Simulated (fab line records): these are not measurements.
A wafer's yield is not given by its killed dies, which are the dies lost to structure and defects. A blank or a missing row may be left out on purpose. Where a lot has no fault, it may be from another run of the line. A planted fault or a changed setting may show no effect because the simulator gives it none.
Which tool is to blame? / flow sky130 / Sampling: 13 lots, 39 wafers, 2 of 708 route steps

== WHAT EACH GAUGE READ, for each wafer ==
SKY_LI_CONTACT_CD_MEAS_12: the cd target is 170 nm. Usual: 169.8 nm for cd-nm, sd 1.8.
lot=L587; measured=day 30 02:43; on=cd-sem-01; cd-nm (nm)=167.7 168.5 167.2; flag=
lot=L588; measured=day 30 14:11; on=cd-sem-02; cd-nm (nm)=169.3 168.4 168.5; flag=
lot=L590; measured=day 31 02:50; on=cd-sem-01; cd-nm (nm)=171.2 172.8 171.8; flag=
lot=L591; measured=day 31 15:30; on=cd-sem-01; cd-nm (nm)=170.0 170.4 169.4; flag=
lot=L592; measured=day 31 20:07; on=cd-sem-01; cd-nm (nm)=171.7 171.3 172.6; flag=
lot=L593; measured=day 31 23:45; on=cd-sem-02; cd-nm (nm)=167.7 168.7 169.0; flag=
lot=L594; measured=day 32 09:35; on=cd-sem-01; cd-nm (nm)=166.2 167.1 166.8; flag=
lot=L595; measured=day 32 22:24; on=cd-sem-02; cd-nm (nm)=171.4 170.6 169.2; flag=
lot=L597; measured=day 33 09:04; on=cd-sem-01; cd-nm (nm)=134.4 135.5 134.0; flag=OFF
lot=L599; measured=day 34 01:02; on=cd-sem-01; cd-nm (nm)=167.7 168.7 168.3; flag=
lot=L606; measured=day 36 18:20; on=cd-sem-02; cd-nm (nm)=169.7 170.3 170.1; flag=
lot=L608; measured=day 36 20:37; on=cd-sem-01; cd-nm (nm)=172.3 172.0 173.4; flag=
lot=L609; measured=day 37 05:23; on=cd-sem-02; cd-nm (nm)=171.7 171.8 171.8; flag=

== WHAT TOOL EACH LOT RAN ON (gives the tool, then ch and the chambers of the sampled wafers, and finally the start) ==
lot=L587; SKY_LI_CONTACT_EXPOSE_09=krf-scanner-02 ch 0, day 29 12:08
lot=L588; SKY_LI_CONTACT_EXPOSE_09=krf-scanner-02 ch 0, day 29 23:59
lot=L590; SKY_LI_CONTACT_EXPOSE_09=krf-scanner-02 ch 0, day 30 12:47
lot=L591; SKY_LI_CONTACT_EXPOSE_09=krf-scanner-02 ch 0, day 31 01:18
lot=L592; SKY_LI_CONTACT_EXPOSE_09=krf-scanner-02 ch 0, day 31 06:25
lot=L593; SKY_LI_CONTACT_EXPOSE_09=krf-scanner-01 ch 0, day 31 10:34
lot=L594; SKY_LI_CONTACT_EXPOSE_09=krf-scanner-02 ch 0, day 31 20:44
lot=L595; SKY_LI_CONTACT_EXPOSE_09=krf-scanner-01 ch 0, day 32 07:56
lot=L597; SKY_LI_CONTACT_EXPOSE_09=krf-scanner-01 ch 0, day 32 20:05
lot=L599; SKY_LI_CONTACT_EXPOSE_09=krf-scanner-01 ch 0, day 33 11:24
lot=L606; SKY_LI_CONTACT_EXPOSE_09=krf-scanner-01 ch 0, day 36 05:14
lot=L608; SKY_LI_CONTACT_EXPOSE_09=krf-scanner-01 ch 0, day 36 07:28
lot=L609; SKY_LI_CONTACT_EXPOSE_09=krf-scanner-01 ch 0, day 36 16:28
- SKY_LI_CONTACT_EXPOSE_09: exposes mask LICM1, target cd 170 nm.

== AS READ BY THE TOOLS THEMSELVES (means over the sampled wafers that have a number; for cases with no such wafer, the mark the record gives instead) ==
SKY_LI_CONTACT_EXPOSE_09. Usual: 0.0 nm for focus-offset-nm, sd 0.55.
lot=L587; tool=krf-scanner-02; focus-offset-nm (nm)=0.6; flag=
lot=L588; tool=krf-scanner-02; focus-offset-nm (nm)=0.2; flag=
lot=L590; tool=krf-scanner-02; focus-offset-nm (nm)=-0.2; flag=
lot=L591; tool=krf-scanner-02; focus-offset-nm (nm)=-1.0; flag=
lot=L592; tool=krf-scanner-02; focus-offset-nm (nm)=0.3; flag=
lot=L593; tool=krf-scanner-01; focus-offset-nm (nm)=0.1; flag=
lot=L594; tool=krf-scanner-02; focus-offset-nm (nm)=-0.6; flag=
lot=L595; tool=krf-scanner-01; focus-offset-nm (nm)=0.3; flag=
lot=L597; tool=krf-scanner-01; focus-offset-nm (nm)=0.5; flag=
lot=L599; tool=krf-scanner-01; focus-offset-nm (nm)=0.6; flag=
lot=L606; tool=krf-scanner-01; focus-offset-nm (nm)=0.6; flag=
lot=L608; tool=krf-scanner-01; focus-offset-nm (nm)=-0.1; flag=
lot=L609; tool=krf-scanner-01; focus-offset-nm (nm)=-0.5; flag=

== THE ANSWER, worked out from the rows above alone ==
Rule: a lot is off if the mean of its wafers that have a number lies more than 3 standard deviations from the usual mean. A lot without any number at a reading at which 4 lots or more have one is off too. All remaining lots with rows at the step are treated as sound. The gauges are gone through in route order, then the tools' own readings, and for those a lot's mean is taken as printed above. The first step at which some lot is off is used, and at that step the reading that is off furthest; a lot without a number counts as furthest.
Off: L597, at SKY_LI_CONTACT_CD_MEAS_12 (cd-nm).
If a tool, at a process step before that reading, ran all the lots that are off and no sound lot after the first of them, it fits. Gauges at SKY_LI_CONTACT_CD_MEAS_12: tried the same way as those tools. Not one of the candidates tried fits.

== WHAT THE SIMULATOR HAD INSERTED ==
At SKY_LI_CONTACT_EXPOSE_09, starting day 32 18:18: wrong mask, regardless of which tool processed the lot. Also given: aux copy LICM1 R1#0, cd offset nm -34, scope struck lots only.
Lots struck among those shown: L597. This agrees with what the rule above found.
